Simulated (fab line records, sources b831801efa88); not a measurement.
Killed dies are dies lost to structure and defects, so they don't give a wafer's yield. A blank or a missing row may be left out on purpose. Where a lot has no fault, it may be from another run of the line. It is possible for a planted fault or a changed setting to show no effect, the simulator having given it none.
Which of the tools did it?	flow gf180mcu	Sampling: 7 lots, 21 wafers, 2 of 602 route steps

== WHAT THE GAUGES SHOWED, per wafer ==
GF_SAB_CD_MEAS_09: target cd 420 nm.
lot	measured	on	cd-nm (nm)
L567	day 15 18:38	cd-sem-01	419.7 417.0 419.0
L570	day 17 04:19	cd-sem-01	418.4 420.9 418.9
L574	day 18 12:51	cd-sem-01	419.2 420.6 422.0
L577	day 19 16:00	cd-sem-02	422.5 423.6 422.9
L579	day 20 09:23	cd-sem-01	422.4 422.3 422.7
L584	day 22 04:47	cd-sem-01	419.9 421.2 418.8
L586	day 22 20:40	cd-sem-01	416.8 416.4 418.4

== WHICH TOOL RAN EACH LOT (tool, then ch and the chambers of the sampled wafers, then the start) ==
lot	GF_SAB_CVD_00
L567	pecvd-03 ch 1,2, day 14 21:12
L570	pecvd-04 ch 1,2, day 16 05:01
L574	pecvd-01 ch 1,2, day 17 12:34
L577	pecvd-01 ch 0,1,2, day 18 15:58
L579	pecvd-01 ch 1,2, day 19 08:52
L584	pecvd-04 ch 0,1, day 21 04:52
L586	pecvd-04 ch 0,1,2, day 21 21:16
- GF_SAB_CVD_00: deposits SiO2 from TEOS, target thk 50 nm, time 4.9302 s.

== THE ANSWER, worked out from the rows above alone ==
Rule: usual is defined by the lots themselves. Put in order of their means at a reading, lots are off if they are a third of the lots or fewer, leave a main group of 4 or more, and stand apart from it by a gap of 3 or more times the standard deviation of the main group's means; of several such gaps the widest counts. If all means in a main group match to the digits the tables above print for the reading, that group is not used. Also off: a lot with no number at a reading for which 4 or more lots have one. Any other lot the step has rows for is counted as sound.
No lot is off at any reading shown: from this, nothing can be told.

== WHAT THE SIMULATOR HAD INSERTED ==
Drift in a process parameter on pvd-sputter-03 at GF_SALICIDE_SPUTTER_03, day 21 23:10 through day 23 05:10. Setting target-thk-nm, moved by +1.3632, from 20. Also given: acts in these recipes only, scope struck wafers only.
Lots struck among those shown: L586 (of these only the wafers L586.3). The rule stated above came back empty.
